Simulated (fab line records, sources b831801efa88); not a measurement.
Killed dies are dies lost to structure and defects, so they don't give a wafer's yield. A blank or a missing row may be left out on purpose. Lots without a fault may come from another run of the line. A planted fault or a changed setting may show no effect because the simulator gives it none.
One fault seen from 2 desks | flow gf180mcu | each desk has only its own numbers; what lay behind them comes last

THE TOOL OWNER'S DESK: implanter-01
The tool's own readings at GF_HV_LDD_IMPLANT_33: means of the sampled wafers that have a number, for each lot that ran on this tool. A lot is out of limits, marked OUT, if its mean lies more than 4 standard deviations from the usual mean; the brackets give that distance.
Columns: A = end_station_pressure_torr at GF_HV_LDD_IMPLANT_33, usual 5.02e-06 Torr
lot  | first seen here | A
L392 | day 11 13:59    | 5.30e-06
L394 | day 12 05:13    | 4.92e-06
L397 | day 13 02:40    | 4.86e-06
L403 | day 15 01:55    | 5.18e-06
L404 | day 15 10:59    | 5.19e-06
L412 | day 17 22:17    | 5.34e-06
L414 | day 18 14:38    | 4.91e-06
L415 | day 19 05:55    | 4.94e-06
This desk's finding: nothing out of limits on any of the 8 lots.

THE METROLOGY DESK
What the gauges read, lot by lot, whatever tool the lot ran on: means of the sampled wafers that have a number. A lot is out of limits, marked OUT, if its mean lies more than 4 standard deviations from the usual mean; the brackets give that distance.
Columns: A = cd_nm at GF_HV_LDD_CD_MEAS_31, usual 400.0 nm; B = HV_LDD_4_TW at GF_HV_LDD_TW_MEAS_50, usual 570; C = HV_LDD_RS at GF_HV_LDD_RS_MEAS_53, usual 418.2 ohm/sq
lot  | first seen here | A     | B   | C
L392 | day 11 13:50    | 400.6 | 576 | 417.1
L393 | day 11 20:14    | 397.0 | 570 | 417.7
L394 | day 12 05:04    | 400.2 | 575 | 418.0
L395 | day 12 09:10    | 402.8 | 564 | 418.6
L397 | day 13 02:30    | 399.9 | 562 | 416.8
L398 | day 13 08:48    | 403.4 | 568 | 418.1
L403 | day 15 01:46    | 400.8 | 576 | 421.3
L404 | day 15 10:50    | 397.3 | 575 | 420.4
L410 | day 17 08:37    | 400.2 | 563 | 417.4
L411 | day 17 17:25    | 398.8 | 564 | 417.1
L412 | day 17 22:07    | 400.3 | 566 | 417.8
L414 | day 18 14:28    | 399.8 | 570 | 418.9
L415 | day 19 05:46    | 399.3 | 565 | 419.0
This desk's finding: nothing out of limits on any of the 13 lots.

PUT TOGETHER
The tool owner's desk saw nothing out of limits.
The metrology desk saw nothing out of limits.

WHAT THE SIMULATOR HAD PUT IN
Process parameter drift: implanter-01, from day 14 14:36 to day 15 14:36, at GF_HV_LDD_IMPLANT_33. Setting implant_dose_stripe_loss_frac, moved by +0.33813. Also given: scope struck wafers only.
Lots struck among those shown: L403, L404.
